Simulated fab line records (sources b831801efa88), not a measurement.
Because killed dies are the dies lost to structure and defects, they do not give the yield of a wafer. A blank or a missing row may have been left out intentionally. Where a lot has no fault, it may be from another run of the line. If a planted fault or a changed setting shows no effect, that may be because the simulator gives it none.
Matching of chambers / flow gf180mcu / cmp-01 running GF_V1_CMP_26: 4 sister chambers
The step polishes, stops on SiO2, t overpolish 15 s, target thk 0 nm. 4 wafers are shown with their chamber, then 8 later ones without.

## EACH WAFER AND ITS CHAMBER
wafer=L811.1; chamber=3; motor current A (A)=10.9
wafer=L813.3; chamber=2; motor current A (A)=12.9
wafer=L813.6; chamber=0; motor current A (A)=10.2
wafer=L816.3; chamber=1; motor current A (A)=10.5

## WAFERS MISSING THEIR CHAMBER
wafer=L816.4; motor current A (A)=10.4
wafer=L816.5; motor current A (A)=12.4
wafer=L820.3; motor current A (A)=10.2
wafer=L820.4; motor current A (A)=10.5
wafer=L820.6; motor current A (A)=10.9
wafer=L824.3; motor current A (A)=10.2
wafer=L824.4; motor current A (A)=10.1
wafer=L824.5; motor current A (A)=10.5

## EACH ONE'S CHAMBER
wafer=L816.4; from the rows above=can't be placed: 1 or 0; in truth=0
wafer=L816.5; from the rows above=2; in truth=2
wafer=L820.3; from the rows above=can't be placed: 0 or 1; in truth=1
wafer=L820.4; from the rows above=can't be placed: 1 or 0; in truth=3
wafer=L820.6; from the rows above=3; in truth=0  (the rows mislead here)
wafer=L824.3; from the rows above=can't be placed: 0 or 1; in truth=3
wafer=L824.4; from the rows above=can't be placed: 0 or 1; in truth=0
wafer=L824.5; from the rows above=can't be placed: 1 or 0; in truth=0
Correctly placed: 1 of 8. Unplaceable from these rows: 6, with the true chamber sitting among the candidates in 4. Wrongly placed: 1.
How it was worked out, from the rows above alone: a wafer's distance from a chamber is the root of the sum, over the readings, of the square of ((its reading less the chamber's mean) divided by the reading's scatter). If the next closest chamber is less than 2 further off than the closest, the wafer can't be placed; otherwise it belongs to the closest. The mean given for a chamber averages the wafers shown for that chamber. The scatter (one wafer shown for each chamber): square how far every hidden wafer sits from the nearest shown wafer, average those squares and take the square root.
